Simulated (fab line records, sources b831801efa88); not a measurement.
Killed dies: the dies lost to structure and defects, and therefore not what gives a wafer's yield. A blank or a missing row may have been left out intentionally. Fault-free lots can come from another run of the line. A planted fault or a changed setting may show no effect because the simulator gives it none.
The same fault as seen by 2 desks / flow gf180mcu / numbers are kept per desk, each desk with only its own; the story behind them comes last

== THE METROLOGY DESK ==
Means of the sampled wafers that have a number, per lot and without regard to the tool the lot ran on: this is what the gauges read. Any lot whose mean is over 4 standard deviations away from the usual mean is out of limits and marked OUT; that distance is given in the brackets.
Columns: A = V1_BOW at GF_V1_BOW_MEAS_05, usual 81 um
lot=L724; first seen here=day 16 20:47; A=79
lot=L725; first seen here=day 17 07:27; A=89
lot=L726; first seen here=day 17 18:58; A=82
lot=L727; first seen here=day 18 02:55; A=80
lot=L728; first seen here=day 18 13:46; A=84
lot=L733; first seen here=day 20 16:19; A=83
lot=L735; first seen here=day 21 09:54; A=84
lot=L734; first seen here=day 21 10:47; A=81
lot=L742; first seen here=day 23 23:58; A=79
lot=L743; first seen here=day 24 02:27; A=76
lot=L745; first seen here=day 24 19:32; A=81
lot=L746; first seen here=day 25 02:52; A=80
lot=L747; first seen here=day 25 10:44; A=79
Result from this desk: across the 13 lots, nothing is out of limits.

== DESK OF THE TOOL OWNER: litho track-03 ==
The tool's own readings at GF_DNWELL_COAT_02 (resist thk 3000 nm): means of the sampled wafers that have a number, for each lot that ran on this tool. Any lot whose mean is over 4 standard deviations away from the usual mean is out of limits and marked OUT; that distance is given in the brackets.
Columns: A = dispense pressure kPa at GF_DNWELL_COAT_02, usual 49.9 kPa; B = spin speed rpm at GF_DNWELL_COAT_02, usual 2000.2 rpm
lot=L724; first seen here=day 2 12:07; A=49.3; B=2000.6
lot=L726; first seen here=day 2 22:31; A=49.3; B=2001.3
lot=L727; first seen here=day 3 03:25; A=49.3; B=1999.3
lot=L728; first seen here=day 3 07:43; A=49.3; B=2000.7
lot=L733; first seen here=day 4 09:34; A=49.3; B=1794.3 (-99 or more) OUT
lot=L734; first seen here=day 4 21:13; A=49.3; B=1794.8 (-99 or more) OUT
lot=L745; first seen here=day 7 03:53; A=49.3; B=1999.5
This desk's verdict: out of limits on L733, L734, starting with L733 at day 4 09:34 (spin speed rpm at GF_DNWELL_COAT_02). Within limits: L724, L726, L727, L728, L745.

== ALL TOGETHER ==
The tool owner's desk could have raised an alarm at day 4 09:34, on L733, L734.
The metrology desk saw nothing out of limits.
The metrology desk has L733, L734 on record, within its limits.
Of the lots named, all ran GF_DNWELL_COAT_02 on litho track-03.

== WHAT HAD BEEN PUT IN BY THE SIMULATOR ==
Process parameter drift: litho track-03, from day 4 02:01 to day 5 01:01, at GF_DNWELL_COAT_02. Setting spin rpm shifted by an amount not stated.
Struck lots among those shown: L733, L734.
Each desk's first reading out of limits, in hours after the fault started: the tool owner's desk, 8.
